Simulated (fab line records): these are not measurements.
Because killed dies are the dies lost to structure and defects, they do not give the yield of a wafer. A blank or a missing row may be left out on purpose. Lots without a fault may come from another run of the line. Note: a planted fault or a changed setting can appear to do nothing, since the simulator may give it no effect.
Struck lot and sound lot, side by side + flow gf180mcu + 18 steps out of a route of 602
Sound: these wafers, L440.1, L440.3, L440.5. Wafers struck: L449.2, L449.4, L449.5. The cause is named last.
At each step with rows: each side's tool, then ch and its chambers, then its first start. Under that, the readings that differ: sound wafers + struck wafers + difference of the means + sigmas: that difference in standard deviations of wafers without a fault.
alike: readings with means less than 2 such deviations apart, plus words and numbers identical on both sides. not compared: withheld readings, readings lacking a value on some wafer, bounds such as >300 that could conceal the same value, and numbers that have no deviation in the record and whose values overlap.
A row with sigmas, a row that says differs or no value, or rows on one side alone: a step with any of these is where the two part. When numbers do not overlap yet have no deviation, they are printed without sigmas and do not part them. Lack of a reading on every wafer of one side parts them only where that side has two or more wafers.

first, 3 steps without rows for these wafers: GF_V3_EXPOSE_11 (exposes mask Via3, target cd 260 nm); GF_V3_PEB_12 (peb time 90 s); GF_V3_DEVELOP_13 (develop time 60 s).
GF_V3_CD_MEAS_14: the cd target is 260 nm.
  struck on cdSem-01, day 26 08:29; sound on cdSem-02, day 23 04:31
  alike: cdNm
GF_V3_OVL_MEAS_15:
  struck on overlay-02, day 26 08:35; sound on overlay-02, day 23 04:38
  alike: V3_OVL
GF_V3_ETCH_16: etches BARC in N2/H2.
  sound on rieDiel-04 ch 0,1,2, day 23 04:40; struck on rieDiel-01 ch 0,1, day 26 08:37
  alike: drypumpMotorCurrentA, oesProductAu, throttleValvePct
then, 1 step without rows for these wafers: GF_V3_ETCH_17 (etches SiO2 in C4F8/O2/Ar, stops on TiN, target depth 635 nm).
GF_V3_STRIP_18: strips in O2/N2.
  sound on plasmaAsher-03 ch 0,1, day 23 04:48; struck on plasmaAsher-03 ch 1, day 26 08:45
  alike: drypumpMotorCurrentA, heaterPowerW, oesProductAu
  not compared: rfHoursCounterH
then, 2 steps without rows for these wafers: GF_V3_STRIP_19 (strips in post etch residue remover, time 1200 s); GF_V3_CLEAN_20 (cleans in DIW).
GF_V3_SPUTTER_21: material Ti, target thk 15 nm, time 80.02 s.
  struck on pvdSputter-03, day 26 09:17; sound on pvdSputter-03, day 23 05:20
  alike: throttleValvePct
GF_V3_SPUTTER_22: material TiN, target thk 10 nm, time 40 s.
  struck on pvdSputter-03, day 26 09:21; sound on pvdSputter-03, day 23 05:24
  alike: throttleValvePct
GF_V3_CVD_23: deposits W, target thk 350 nm, time 104.9 s.
  sound on cvdW-01 ch 0,1, day 23 05:26; struck on cvdW-01 ch 0,1, day 26 09:23
| reading                         | sound                | struck               | difference | sigmas      |
|---------------------------------|----------------------|----------------------|------------|-------------|
| susceptorTempC (C)              | 400.24 400.40 400.15 | 429.80 429.76 429.79 | +29.52     | +99 or more |
| model.W_of_V3_CVD_23.thkNm (nm) | 353.1 351.8 354.1    | 578.8 589 586.7      | +231.8     |             |
  alike: heaterPowerW
GF_V3_RS_MEAS_24: measurement is done with a four-point probe.
  struck on filmMetro-04, day 26 09:31; sound on filmMetro-02, day 23 05:33
| reading          | sound             | struck            | difference | sigmas |
|------------------|-------------------|-------------------|------------|--------|
| V3_W_RS (ohm/sq) | 0.324 0.326 0.324 | 0.197 0.194 0.195 | -0.129     | -32    |
GF_V3_THK_MEAS_25: measures by xrf.
  struck on filmMetro-04, day 26 09:38; sound on filmMetro-02, day 23 05:40
  not compared: V3_W_THK
GF_V3_CMP_26: polishes, stops on SiO2, t overpolish 15 s, target thk 0 nm.
  sound on cmp-01 ch 0,1,3, day 23 05:47; struck on cmp-01 ch 0,2,3, day 26 09:47
| reading             | sound    | struck      | difference | sigmas |
|---------------------|----------|-------------|------------|--------|
| timeToEndpointS (s) | 86 86 82 | 143 143 152 | +61        | +17    |
  alike: motorCurrentA
GF_M4_SPUTTER_00: material Ti, target thk 37.5 nm, time 150 s.
  struck on pvdSputter-01, day 26 09:59; sound on pvdSputter-03, day 23 06:02
  alike: throttleValvePct
GF_PASSIVATION_PROBE_99:
  the record has rows for the sound wafers here (prober-02, day 29 18:07) and none for the struck ones

== WHERE THEY PART ==
Earliest at GF_V3_CVD_23; latest, in this record, at GF_PASSIVATION_PROBE_99.

WHY: whatever the simulator had introduced
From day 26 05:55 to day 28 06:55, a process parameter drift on cvdW-01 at GF_V3_CVD_23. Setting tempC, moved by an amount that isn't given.
